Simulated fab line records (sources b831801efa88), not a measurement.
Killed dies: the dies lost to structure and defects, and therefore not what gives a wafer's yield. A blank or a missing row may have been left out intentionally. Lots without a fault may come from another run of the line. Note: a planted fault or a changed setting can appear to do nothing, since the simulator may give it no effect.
Matching of chambers :: flow gf180mcu :: cmp-02 running GF_V4_CMP_04: 4 sister chambers
The step polishes SiO2. 4 wafers are shown with their chamber, then 7 later ones without.

== WAFERS, EACH WITH ITS CHAMBER ==
wafer: L802.5
chamber: 3
motorCurrentA (A): 12.2

wafer: L808.5
chamber: 1
motorCurrentA (A): 12.6

wafer: L810.1
chamber: 2
motorCurrentA (A): 9.7

wafer: L810.2
chamber: 0
motorCurrentA (A): 10.7

== WAFERS WITH NO CHAMBER GIVEN ==
wafer: L810.5
motorCurrentA (A): 12.8

wafer: L823.1
motorCurrentA (A): 10.8

wafer: L823.3
motorCurrentA (A): 12.1

wafer: L823.4
motorCurrentA (A): 9.8

wafer: L822.1
motorCurrentA (A): 12.5

wafer: L822.5
motorCurrentA (A): 12.9

wafer: L822.6
motorCurrentA (A): 9.5

== THE CHAMBER EACH PASSED THROUGH ==
wafer: L810.5
from the rows above: 1
in truth: 1

wafer: L823.1
from the rows above: 0
in truth: 0

wafer: L823.3
from the rows above: 3
in truth: 3

wafer: L823.4
from the rows above: 2
in truth: 2

wafer: L822.1
from the rows above: can't be placed: 1 or 3
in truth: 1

wafer: L822.5
from the rows above: 1
in truth: 1

wafer: L822.6
from the rows above: 2
in truth: 2
Correct placement for 6 of the 7. These rows do not allow placing 1 (true chamber among the candidates in 1). Placed wrongly: 0.
How it was worked out, from the rows above alone: a wafer's distance from a chamber is the root of the sum, over the readings, of the square of ((its reading less the chamber's mean) divided by the reading's scatter). If the next closest chamber is less than 2 further off than the closest, the wafer can't be placed; otherwise it belongs to the closest. A chamber's mean is the mean of its shown wafers. The scatter: with one shown wafer a chamber, the root of the mean of the squares of how far each hidden wafer lies from its nearest shown one.
